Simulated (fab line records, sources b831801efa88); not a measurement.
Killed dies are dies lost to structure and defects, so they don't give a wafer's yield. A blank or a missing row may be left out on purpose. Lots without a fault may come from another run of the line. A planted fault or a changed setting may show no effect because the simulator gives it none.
Problem report in the 8D (eight disciplines) form, filled by code | flow sky130 | the parts of the form that need people (team, actions taken, sign-off) are left out

1. THE PROBLEM
PWDE_RS at SKY_NWELL_RS_MEAS_31 reads a mean of 5422 ohm/sq on 9 wafers of 3 lots; wafers without a fault read 5277 ohm/sq with a standard deviation of 15. That is +9.7 standard deviations from the usual mean.
The step: measures by four-point-probe.
First seen on wafer L105.1, day 6 20:21, on film_metro-04. The record holds 36 wafers of 12 lots with a number at this step. Rule for "out", or "out of limits": more than 4 standard deviations from the usual mean. The other wafers with a number count as sound.

2. WHAT IT IS AND WHAT IT IS NOT
question                    | is                           | is not
which readings at this step | PWDE_RS                      | -
which lots                  | L105, L107, L110             | L102, L103, L115, L118, L120, L121, L122, L123, L124
which wafers of those lots  | all that have a number       | -
read on which gauges        | film_metro-02, film_metro-04 | film_metro-01
when                        | from day 6 20:21             | up to then (6 sound wafers); but 21 sound wafers of L115, L118, L120, L121, L122, L123, L124 came after

3. SUSPECTS, AND WHAT RULES EACH OUT
Counting: a tool at a process step up to the reading stays a suspect if it ran every lot that is out and no sound lot after the first of them.
- the gauge at SKY_NWELL_RS_MEAS_31: ruled out. The wafers that are out were read on 2 gauges (film_metro-02, film_metro-04).
- implanter-04 at SKY_PWDE_IMPLANT_08: kept. It ran every lot that is out, first L105 (day 5 06:04), and no sound lot after that; its last sound lot up to then is L102 (day 4 02:57). Its own readings are out on those wafers: dose_ions_cm2.
Left after counting: implanter-04 at SKY_PWDE_IMPLANT_08.

4. THE CAUSE (what the simulator had put in)
Process parameter drift: implanter-04, from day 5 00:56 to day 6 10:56, at SKY_PWDE_IMPLANT_08. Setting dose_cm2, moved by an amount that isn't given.
Counting left only this tool.

5. THE CHAIN OF EFFECTS, in route order
Each row: a reading whose mean over the struck wafers that have a number lies more than 3 standard deviations from the usual. Only readings for which the record gives a usual standard deviation are gone through. hours: the time from each lot's start at the first step in this table that gives one to its start at this step, as a median over the lots. sigmas: the change in usual standard deviations.
hours | step                 | reading       | usual       | on struck wafers | change   | sigmas
0     | SKY_PWDE_IMPLANT_08  | dose_ions_cm2 | 3.6e+12     | 3.5e+12          | -1.2e+11 | -29
38    | SKY_NWELL_RS_MEAS_31 | PWDE_RS       | 5277 ohm/sq | 5422             | +145     | +9.7
The process steps in it:
- SKY_PWDE_IMPLANT_08
Later measuring or inspecting steps at which every struck wafer that the step has a row for has a number for every such reading, and none has moved that far: SKY_SONOS_ONO_THK_MEAS_03.

6. WHAT WOULD HAVE CAUGHT IT SOONER
In this record the first reading out of limits at a measuring or inspecting step was taken at day 6 20:21, 43 hours after the fault began at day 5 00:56.
The tool's own readings at SKY_PWDE_IMPLANT_08 were out on every struck wafer that the step has a row for (dose_ions_cm2): an alarm limit on them would have fired on the first of those.
All the lots that are out (3) had begun SKY_PWDE_IMPLANT_08 on implanter-04 by day 6 20:21. A hold on the tool at that time would have spared none of them.
